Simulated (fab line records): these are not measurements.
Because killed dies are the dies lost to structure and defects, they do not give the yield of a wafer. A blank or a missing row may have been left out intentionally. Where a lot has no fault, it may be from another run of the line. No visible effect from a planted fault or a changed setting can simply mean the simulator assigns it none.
Which of the tools did it? | flow sky130 | 45 wafers sampled from 15 lots at 1 step of a route of 708

## WHAT THE GAUGES READ, wafer by wafer
SKY_METAL2_THK_MEAS_06: measures by xrf.
lot  | measured     | on            | METAL2_ALCU_THK (nm)
L493 | day 34 04:52 | film_metro-02 | 257 258 258
L494 | day 34 11:05 | film_metro-02 | 257 259 251
L495 | day 34 18:51 | film_metro-04 | 255 250 250
L497 | day 35 12:08 | film_metro-03 | 258 251 255
L498 | day 36 00:56 | film_metro-04 | 249 251 253
L500 | day 36 19:17 | film_metro-02 | 257 248 254
L501 | day 37 04:34 | film_metro-03 | 252 255 253
L502 | day 37 18:18 | film_metro-03 | 258 259 257
L504 | day 38 00:20 | film_metro-04 | 249 246 247
L507 | day 38 09:58 | film_metro-04 | 251 252 249
L508 | day 39 01:11 | film_metro-02 | 255 252 251
L509 | day 39 08:04 | film_metro-03 | 256 258 256
L513 | day 40 00:43 | film_metro-02 | 254 259 257
L515 | day 40 16:33 | film_metro-03 | 259 249 249
L516 | day 41 00:44 | film_metro-02 | 256 255 249

## TOOL THAT RAN EACH LOT (tool first, then ch and the chambers of the sampled wafers, then the start)
No process step before these readings appears in the record.

## WHAT THE TOOLS THEMSELVES READ (means of the sampled wafers that have a number; where no wafer has one, the mark that the record gives instead)
The record holds no such reading with a usual standard deviation.

## THE ANSWER, worked out from the rows above alone
Rule: usual is defined by the lots themselves. Put in order of their means at a reading, lots are off if they are a third of the lots or fewer, leave a main group of 4 or more, and stand apart from it by a gap of 3 or more times the standard deviation of the main group's means; of several such gaps the widest counts. Not used: any main group whose means are identical at the precision the tables above print for the reading. A lot without any number at a reading at which 4 lots or more have one is off too. Any other lot the step has rows for is counted as sound. First the gauges in route order, then the tools' own readings, where a lot's mean is used as printed above. The first step at which some lot is off is used, and at that step the reading that is off furthest; a lot without a number counts as furthest.
Nothing can be told from this: no lot is off at any reading shown.

## WHAT THE SIMULATOR HAD PUT IN
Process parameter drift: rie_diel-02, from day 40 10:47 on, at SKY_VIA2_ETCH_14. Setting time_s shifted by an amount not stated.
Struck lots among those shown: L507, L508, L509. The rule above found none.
